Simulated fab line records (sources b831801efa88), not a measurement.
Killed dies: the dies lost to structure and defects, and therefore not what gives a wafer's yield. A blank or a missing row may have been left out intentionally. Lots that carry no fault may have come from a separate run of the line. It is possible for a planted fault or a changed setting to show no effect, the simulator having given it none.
Chamber matching + flow gf180mcu + GF_SAB_CVD_00 on pecvd-04 has 3 sister chambers
The step deposits SiO2 from TEOS, target thk 50 nm, time 4.9302 s. 6 wafers are shown with their chamber, then 8 later ones without.

== WAFERS, EACH WITH ITS CHAMBER ==
| wafer  | chamber | heater_power_w (W) | rf_fwd_power_W (W) |
|--------|---------|--------------------|--------------------|
| L491.5 | 2       | 565                | 591.0              |
| L492.1 | 2       | 610                | 586.8              |
| L499.3 | 1       | 614                | 585.2              |
| L499.5 | 1       | 631                | 583.1              |
| L499.6 | 0       | 598                | 586.3              |
| L510.1 | 0       | 741                | 591.9              |

== WAFERS WHOSE CHAMBER IS MISSING ==
| wafer  | heater_power_w (W) | rf_fwd_power_W (W) |
|--------|--------------------|--------------------|
| L510.2 | 692                | 583.7              |
| L510.6 | 735                | 590.1              |
| L509.3 | 731                | 589.2              |
| L509.5 | 720                | 588.2              |
| L509.6 | 644                | 584.7              |
| L511.2 | 603                | 587.5              |
| L511.3 | 755                | 592.2              |
| L511.4 | 604                | 585.9              |

== WHICH CHAMBER EACH ONE RAN IN ==
| wafer  | from the rows above          | in truth |
|--------|------------------------------|----------|
| L510.2 | can't be placed: 1 or 0 or 2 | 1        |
| L510.6 | can't be placed: 0 or 2 or 1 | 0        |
| L509.3 | can't be placed: 0 or 2 or 1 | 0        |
| L509.5 | can't be placed: 0 or 1 or 2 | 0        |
| L509.6 | can't be placed: 1 or 0 or 2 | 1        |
| L511.2 | can't be placed: 2 or 1 or 0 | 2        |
| L511.3 | can't be placed: 0 or 2 or 1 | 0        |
| L511.4 | can't be placed: 1 or 2 or 0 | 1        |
Correct placement for 0 of the 8. From these rows, 8 cannot be placed; in 8 the true chamber is one of the candidates. Number placed wrongly: 0.
How it was worked out, from the rows above alone: a wafer's distance from a chamber is the root of the sum, over the readings, of the square of ((its reading less the chamber's mean) divided by the reading's scatter). The wafer belongs to the nearest chamber; if the next one is less than 2 further off, it can't be placed. Each chamber's mean is taken over the wafers shown for it. The scatter is the square root of a quotient: the sum, over the shown wafers, of each reading's squared deviation from its chamber's mean, divided by wafers minus chambers.
